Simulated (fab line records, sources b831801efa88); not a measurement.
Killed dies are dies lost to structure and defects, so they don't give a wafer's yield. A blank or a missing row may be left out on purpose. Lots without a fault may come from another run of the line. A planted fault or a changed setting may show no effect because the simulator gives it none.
fab line records | flow gf180mcu
record lots=13 wafers=39 last_day=34
route steps=602 shown MVPSD@87 VT_IMPLANT@122 SAB@273 CONTACT@290
lots that met no fault: from a run of the same line without faults
start_h: hours from the record's first day to the start of the lot's first wafer shown | wait_h: hours since the lot's step before | " the same as in the row above | L1.1+2: a row that stands for several wafers | - no value, or no start given | * or withheld: withheld | < > ~ a bound
route shown NAME@n: a module of which the file shows steps, and the number in the route of the first | usual: mean/standard deviation of fault-free wafers | same: alike in all rows | chamber/n: place in a boat | sites: the reading at each site | _std_site: their standard deviation | _edge_site: outer sites' mean less inner sites' | radius_mm: how far each site lies from the wafer's centre | mask NAME#n: copy n | behind: the tool/chamber that last shaped the wafer | hold: why the lot was held/for how many hours/how that ended | device: the transistor (n, p or np) that didn't switch | end of line: the same wafers' tests at the end of the route | a step without rows: its recipe alone | killed: dies lost to structure and defects at the first sort, not the wafer's yield | map: a wafer's dies, x killed, . not, _ none there
set.NAME: the setting as run; set.NAME@STEP: as run at that earlier step | model.NAME: the simulator's own value behind a step, which no gauge read
steps of the route over a sample of lots; a table a step, a row a wafer
services: from which hour (start_h, from the record's first day; less than 0 if before it) a tool's chamber was out of use, for how many hours, and why
## steps
# step GF_MVPSD_IMPLANT_09
# recipe species=B energy_kev=40 dose_cm2=5e+12 tilt_deg=0
# usual beam_on_s=10.01/0.19
# columns lot.wafer tool chamber start_h wait_h beam_on_s
L159.1 implanter-03 0 99.04 0.1 9.98
L159.2 " 0 " " 10.01
L159.5 " 0 " " 9.80
L160.1 implanter-03 0 102.69 0.1 10.09
L160.4 " 0 " " 9.94
L160.5 " 0 " " 10.24
L162.1 implanter-02 0 115.05 0.1 10.25
L162.3 " 0 " " 10.09
L162.6 " 0 " " 9.74
L163.1 implanter-01 0 123.15 0.1 9.65
L163.2 " 0 " " 9.90
L163.5 " 0 " " 10.35
L164.3 implanter-01 0 125.70 0.1 9.99
L164.5 " 0 " " 9.91
L164.6 " 0 " " 9.96
L165.2 implanter-01 0 132.31 0.1 10.11
L165.3 " 0 " " 10.08
L165.5 " 0 " " 9.90
L167.1 implanter-03 0 145.69 0.1 10.07
L167.5 " 0 " " 10.35
L167.6 " 0 " " 9.80
L168.1 implanter-01 0 150.94 0.1 10.08
L168.2 " 0 " " 9.97
L168.4 " 0 " " 9.85
L175.1 implanter-02 0 192.29 0.1 9.96
L175.2 " 0 " " 9.97
L175.6 " 0 " " 9.98
L177.2 implanter-03 0 203.21 0.1 10.21
L177.5 " 0 " " 9.76
L177.6 " 0 " " 9.84
L178.1 implanter-03 0 210.45 0.1 10.12
L178.2 " 0 " " 9.66
L178.5 " 0 " " 9.88
L181.3 implanter-03 0 230.79 0.1 9.94
L181.5 " 0 " " 10.10
L181.6 " 0 " " 10.21
L182.1 implanter-01 0 233.95 0.1 10.14
L182.2 " 0 " " 9.96
L182.6 " 0 " " 10.12
# step GF_VT_IMPLANT_TW_MEAS_32
# usual VT_IMPLANT_3_TW=275/4.7
# columns lot.wafer tool chamber start_h wait_h VT_IMPLANT_3_TW
L159.1 film_metro-03 - 144.55 0.1 282
L159.2 " - " " 281
L159.5 " - " " 282
L160.1 film_metro-01 - 147.99 0.1 275
L160.4 " - " " 274
L160.5 " - " " 274
L162.1 film_metro-04 - 160.69 0.1 270
L162.3 " - " " 270
L162.6 " - " " 269
L163.1 film_metro-01 - 169.39 0.1 273
L163.2 " - " " 274
L163.5 " - " " 273
L164.3 film_metro-03 - 173.46 0.1 279
L164.5 " - " " 279
L164.6 " - " " 278
L165.2 film_metro-01 - 180.25 0.1 272
L165.3 " - " " 272
L165.5 " - " " 274
L167.1 film_metro-01 - 195.04 0.1 273
L167.5 " - " " 275
L167.6 " - " " 274
L168.1 film_metro-04 - 200.90 0.1 268
L168.2 " - " " 269
L168.4 " - " " 269
L175.1 film_metro-04 - 245.82 0.1 266
L175.2 " - " " 266
L175.6 " - " " 265
L177.2 film_metro-03 - 258.00 0.1 280
L177.5 " - " " 279
L177.6 " - " " 281
L178.1 film_metro-03 - 265.15 0.1 279
L178.2 " - " " 280
L178.5 " - " " 279
L181.3 film_metro-03 - 288.12 0.1 280
L181.5 " - " " 277
L181.6 " - " " 278
L182.1 film_metro-03 - 291.50 0.1 278
L182.2 " - " " 280
L182.6 " - " " 278
# step GF_VT_IMPLANT_RS_MEAS_49
# recipe thk_meas_gauge=four-point-probe
# usual MVPSD_RS=1167.9/2.7
# columns lot.wafer tool chamber start_h wait_h hold MVPSD_RS[ohm/sq]
L159.1 film_metro-01 - 160.37 0.1 - 1166.1
L159.2 " - " " - 1169.5
L159.5 " - " " - 1161.0
L160.1 film_metro-01 - 164.66 0.1 - 1166.1
L160.4 " - " " - 1167.6
L160.5 " - " " - 1167.6
L162.1 film_metro-02 - 176.81 0.1 - 1168.6
L162.3 " - " " - 1164.6
L162.6 " - " " - 1166.8
L163.1 film_metro-01 - 186.31 0.1 - 1171.5
L163.2 " - " " - 1169.6
L163.5 " - " " - 1170.8
L164.3 film_metro-01 - 190.80 0.1 - 1175.5
L164.5 " - " " - 1167.9
L164.6 " - " " - 1172.0
L165.2 film_metro-04 - 197.69 0.1 - 1172.8
L165.3 " - " " - 1170.3
L165.5 " - " " - 1172.5
L167.1 film_metro-01 - 213.46 0.1 - 1172.8
L167.5 " - " " - 1169.8
L167.6 " - " " - 1170.5
L168.1 film_metro-01 - 219.06 0.1 await_dispo/0.2h/release 1178.6
L168.2 " - " " await_dispo/0.2h/release 1174.8
L168.4 " - " " await_dispo/0.2h/release 1177.9
L168.1 film_metro-01 - 219.35 0.3 - 1178.2
L168.2 " - " " - 1177.7
L168.4 " - " " - 1178.0
L175.1 film_metro-04 - 265.41 0.1 - 1163.3
L175.2 " - " " - 1167.3
L175.6 " - " " - 1164.2
L177.2 film_metro-02 - 278.03 0.1 - 1168.5
L177.5 " - " " - 1165.7
L177.6 " - " " - 1167.2
L178.1 film_metro-01 - 285.26 0.1 - 1166.5
L178.2 " - " " - 1167.2
L178.5 " - " " - 1164.9
L181.3 film_metro-02 - 309.20 0.1 - 1167.1
L181.5 " - " " - 1166.4
L181.6 " - " " - 1166.5
L182.1 film_metro-04 - 312.06 0.1 - 1168.6
L182.2 " - " " - 1168.8
L182.6 " - " " - 1163.9
# step GF_SAB_CD_MEAS_09
# recipe target_cd_nm=420
# usual cd_nm=420.1/2
# columns lot.wafer tool chamber start_h wait_h cd_nm
L159.1 cd_sem-02 - 341.60 0.1 421.1
L159.2 " - " " 421.0
L159.5 " - " " 420.7
L160.1 cd_sem-02 - 348.75 0.1 420.6
L160.4 " - " " 419.6
L160.5 " - " " 420.4
L162.1 cd_sem-02 - 364.00 0.1 418.6
L162.3 " - " " 417.7
L162.6 " - " " 417.4
L163.1 cd_sem-02 - 374.30 0.1 421.4
L163.2 " - " " 422.0
L163.5 " - " " 421.9
L164.3 cd_sem-01 - 382.64 0.1 420.2
L164.5 " - " " 418.0
L164.6 " - " " 419.0
L165.2 cd_sem-01 - 392.72 0.1 420.2
L165.3 " - " " 420.0
L165.5 " - " " 420.0
L167.1 cd_sem-02 - 412.35 0.1 420.9
L167.5 " - " " 420.0
L167.6 " - " " 419.3
L168.1 cd_sem-02 - 418.85 0.1 417.7
L168.2 " - " " 416.8
L168.4 " - " " 416.6
L175.1 cd_sem-02 - 479.05 0.1 420.9
L175.2 " - " " 417.1
L175.6 " - " " 420.9
L177.2 cd_sem-01 - 494.92 0.1 420.5
L177.5 " - " " 420.9
L177.6 " - " " 423.6
L178.1 cd_sem-02 - 501.45 0.1 423.9
L178.2 " - " " 422.4
L178.5 " - " " 425.4
L181.3 cd_sem-01 - 528.04 0.1 420.3
L181.5 " - " " 418.6
L181.6 " - " " 417.3
L182.1 cd_sem-01 - 535.10 0.1 422.2
L182.2 " - " " 422.1
L182.6 " - " " 424.1
# step GF_CONTACT_THK_MEAS_03
# recipe reads=SiO2_of_CONTACT_CVD_02
# usual CONTACT_CVD_02_THK=856/12
# columns lot.wafer tool chamber start_h wait_h CONTACT_CVD_02_THK[nm]
L159.1 film_metro-02 - 342.81 0.0 848
L159.2 " - " " 863
L159.5 " - " " 876
L160.1 film_metro-04 - 349.96 0.0 850
L160.4 " - " " 871
L160.5 " - " " 859
L162.1 film_metro-01 - 365.21 0.0 836
L162.3 " - " " 841
L162.6 " - " " 850
L163.1 film_metro-02 - 375.49 0.0 820
L163.2 " - " " 832
L163.5 " - " " 851
L164.3 film_metro-04 - 383.95 0.1 861
L164.5 " - " " 859
L164.6 " - " " 873
L165.2 film_metro-02 - 394.09 0.0 868
L165.3 " - " " 855
L165.5 " - " " 861
L167.1 film_metro-02 - 413.55 0.0 838
L167.5 " - " " 850
L167.6 " - " " 864
L168.1 film_metro-01 - 420.05 0.0 847
L168.2 " - " " 841
L168.4 " - " " 846
L175.1 film_metro-01 - 480.25 0.0 842
L175.2 " - " " 831
L175.6 " - " " 852
L177.2 film_metro-01 - 496.10 0.0 859
L177.5 " - " " 870
L177.6 " - " " 876
L178.1 film_metro-04 - 502.64 0.0 848
L178.2 " - " " 853
L178.5 " - " " 855
L181.3 film_metro-01 - 529.22 0.1 849
L181.5 " - " " 884
L181.6 " - " " 868
L182.1 film_metro-04 - 536.77 0.0 844
L182.2 " - " " 854
L182.6 " - " " 860
## services
# columns tool chamber start_h hours kind
implanter-02 - 77.56 4.7 repair
implanter-01 - 95.16 12.5 repair
implanter-03 - 120.49 6.0 pm
implanter-02 - 126.16 0.6 repair
implanter-03 - 181.64 20.3 pm
implanter-03 - 231.87 1.1 repair
## key
first_sign step=GF_VT_IMPLANT_RS_MEAS_49 reading=MVPSD_RS direction=up sigmas=3.5 usual=1167.9 struck=1177.1
effect step=GF_VT_IMPLANT_RS_MEAS_49 reading=hold direction=added
met_at GF_MVPSD_IMPLANT_09
struck_lots L168
tester_left_out L168
not_acting_at GF_VT_IMPLANT_TW_MEAS_32,GF_SAB_CD_MEAS_09,GF_CONTACT_THK_MEAS_03
onset_between 132.31 150.94
fault kind=process_parameter_drift tool=implanter-01 chamber=- onset_h=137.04 steps=GF_MVPSD_IMPLANT_09 channel=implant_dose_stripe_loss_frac offset=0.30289 shape=step end_h=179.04
# tester_left_out: of these lots the tester's yield and bins aren't shown, on N5 and GAA mostly nor the transistor test; their killed dies are dies lost to structure and defects alone, not to doping, threshold or leakage, so they don't give the yield
